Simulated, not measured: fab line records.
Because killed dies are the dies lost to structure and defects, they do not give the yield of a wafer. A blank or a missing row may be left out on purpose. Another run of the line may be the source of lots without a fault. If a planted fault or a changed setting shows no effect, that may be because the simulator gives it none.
Which tool is to blame?    flow sky130    Sampling: 24 lots, 72 wafers, 3 of 708 route steps

WHAT THE GAUGES READ, wafer by wafer
SKY_VT_ADJUST_NCORE_OVL_MEAS_08.
lot   measured      on          VT_ADJUST_NCORE_OVL (nm)
L074  day 8 12:25   overlay-01  2.1 1.6 1.8
L075  day 8 19:18   overlay-01  -0.2 1.9 -1.0
L076  day 9 05:00   overlay-01  1.3 -0.1 0.5
L077  day 9 20:26   overlay-02  -0.3 -1.4 0.1
L078  day 9 20:53   overlay-01  -1.8 -2.3 -1.0
L079  day 9 21:43   overlay-01  2.3 3.1 2.1
L080  day 10 16:34  overlay-02  0.2 -0.2 0.1
L082  day 10 19:28  overlay-02  0.0 -2.4 -2.5
L081  day 10 20:57  overlay-02  1.2 -0.5 1.3
L083  day 11 14:22  overlay-02  -2.2 -0.1 -0.5
L084  day 11 14:51  overlay-01  1.7 2.0 1.8
L085  day 11 16:40  overlay-01  -1.7 -0.2 -0.6
L086  day 11 20:58  overlay-02  -0.5 1.6 0.0
L087  day 12 14:33  overlay-01  -2.4 -1.9 -0.4
L088  day 12 15:19  overlay-01  1.7 -0.5 3.2
L089  day 12 21:24  overlay-02  -1.8 -0.7 -0.1
L090  day 13 13:19  overlay-02  -0.6 -0.3 0.7
L091  day 13 17:04  overlay-01  1.7 0.4 0.2
L092  day 13 22:24  overlay-02  -0.7 -1.8 -1.5
L093  day 14 17:19  overlay-01  -1.1 -0.5 -0.7
L094  day 14 18:28  overlay-02  2.3 2.4 1.6
L095  day 14 20:22  overlay-01  0.7 2.0 3.0
L096  day 14 22:40  overlay-01  -0.2 1.4 0.7
L097  day 15 19:39  overlay-01  -0.9 -0.1 1.8

SKY_VIA1_THK_MEAS_01.
lot   measured      on             VIA1_HDPCVD_THK (nm)
L074  day 33 03:09  film-metro-02  1041 1018 1024
L075  day 33 05:29  film-metro-03  1036 1043 1036
L076  day 33 15:16  film-metro-02  1021 1037 1032
L077  day 33 23:04  film-metro-03  1018 1040 1035
L078  day 34 05:25  film-metro-03  1026 1042 1042
L079  day 34 07:38  film-metro-04  1003 1015 1014
L080  day 35 07:13  film-metro-03  1024 1022 1032
L082  day 35 09:59  film-metro-03  1027 1034 1024
L081  day 35 10:02  film-metro-02  1034 1036 1028
L083  day 36 01:11  film-metro-03  1028 1035 1041
L084  day 36 09:08  film-metro-03  1035 1034 1038
L085  day 36 07:38  film-metro-03  1040 1027 1045
L086  day 36 11:56  film-metro-04  1035 1031 1026
L087  day 37 06:38  film-metro-02  1038 1031 1032
L088  day 37 07:37  film-metro-02  1068 1041 1030
L089  day 37 13:35  film-metro-03  1024 1013 1023
L090  day 38 03:08  film-metro-02  1024 1028 1038
L091  day 38 06:58  film-metro-04  1036 1027 1027
L092  day 38 14:33  film-metro-04  1032 1021 1037
L093  day 39 07:41  film-metro-03  1032 1019 1036
L094  day 39 08:27  film-metro-02  1030 1027 1012
L095  day 39 10:47  film-metro-04  1036 1048 1046
L096  day 39 15:06  film-metro-03  1036 1036 1032
L097  day 40 09:26  film-metro-02  1022 1039 1025

TOOL THAT RAN EACH LOT (tool first, then ch and the chambers of the sampled wafers, then the start)
lot   SKY_CONTACT_CVD_00
L074  pecvd-01 ch 0,1,2, day 30 17:15
L075  pecvd-04 ch 0,1, day 30 18:20
L076  pecvd-01 ch 0,1,2, day 31 06:20
L077  pecvd-03 ch 1,2, day 31 12:41
L078  pecvd-01 ch 1,2, day 31 20:11
L079  pecvd-04 ch 0,2, day 31 22:38
L080  pecvd-03 ch 0,1,2, day 32 23:23
L082  pecvd-01 ch 0,2, day 33 00:05
L081  pecvd-04 ch 1,2, day 33 01:17
L083  pecvd-04 ch 0,1,2, day 33 16:37
L084  pecvd-04 ch 0,1,2, day 34 00:29
L085  pecvd-03 ch 1,2, day 33 23:11
L086  pecvd-01 ch 1,2, day 34 03:47
L087  pecvd-01 ch 0,2, day 34 22:07
L088  pecvd-03 ch 1,2, day 34 22:54
L089  pecvd-01 ch 0,2, day 35 05:26
L090  pecvd-04 ch 0,1, day 35 19:22
L091  pecvd-03 ch 1,2, day 35 22:57
L092  pecvd-03 ch 1,2, day 36 06:31
L093  pecvd-04 ch 1,2, day 37 00:13
L094  pecvd-01 ch 0,1,2, day 37 01:04
L095  pecvd-03 ch 1,2, day 37 05:32
L096  pecvd-04 ch 0,2, day 37 07:31
L097  pecvd-04 ch 0,1, day 38 03:33
- SKY_CONTACT_CVD_00: deposits Si3N4, target thk 75 nm.

AS READ BY THE TOOLS THEMSELVES (means over the sampled wafers that have a number; for cases with no such wafer, the mark the record gives instead)
SKY_CONTACT_CVD_00.
lot   tool      heater-power-w (W)
L074  pecvd-01  736
L075  pecvd-04  712
L076  pecvd-01  720
L077  pecvd-03  672
L078  pecvd-01  739
L079  pecvd-04  732
L080  pecvd-03  727
L082  pecvd-01  756
L081  pecvd-04  735
L083  pecvd-04  725
L084  pecvd-04  709
L085  pecvd-03  708
L086  pecvd-01  669
L087  pecvd-01  761
L088  pecvd-03  657
L089  pecvd-01  746
L090  pecvd-04  643
L091  pecvd-03  674
L092  pecvd-03  635
L093  pecvd-04  699
L094  pecvd-01  792
L095  pecvd-03  715
L096  pecvd-04  646
L097  pecvd-04  720

THE ANSWER, worked out from the rows above alone
Rule: the usual values come from the lots themselves. Put in order of their means at a reading, lots are off if they are a third of the lots or fewer, leave a main group of 4 or more, and stand apart from it by a gap of 3 or more times the standard deviation of the main group's means; of several such gaps the widest counts. A main group whose means are all the same, to the digits that the tables above print for the reading, isn't used. A lot without any number at a reading at which 4 lots or more have one is off too. All remaining lots with rows at the step are treated as sound. The gauges are gone through in route order, then the tools' own readings, and for those a lot's mean is taken as printed above. At the first step where some lot is off, the reading lying furthest off is the one used; lots without a number count as furthest.
No lot is off on any of the readings shown, so nothing can be concluded from this.

WHAT WAS PUT IN BY THE SIMULATOR
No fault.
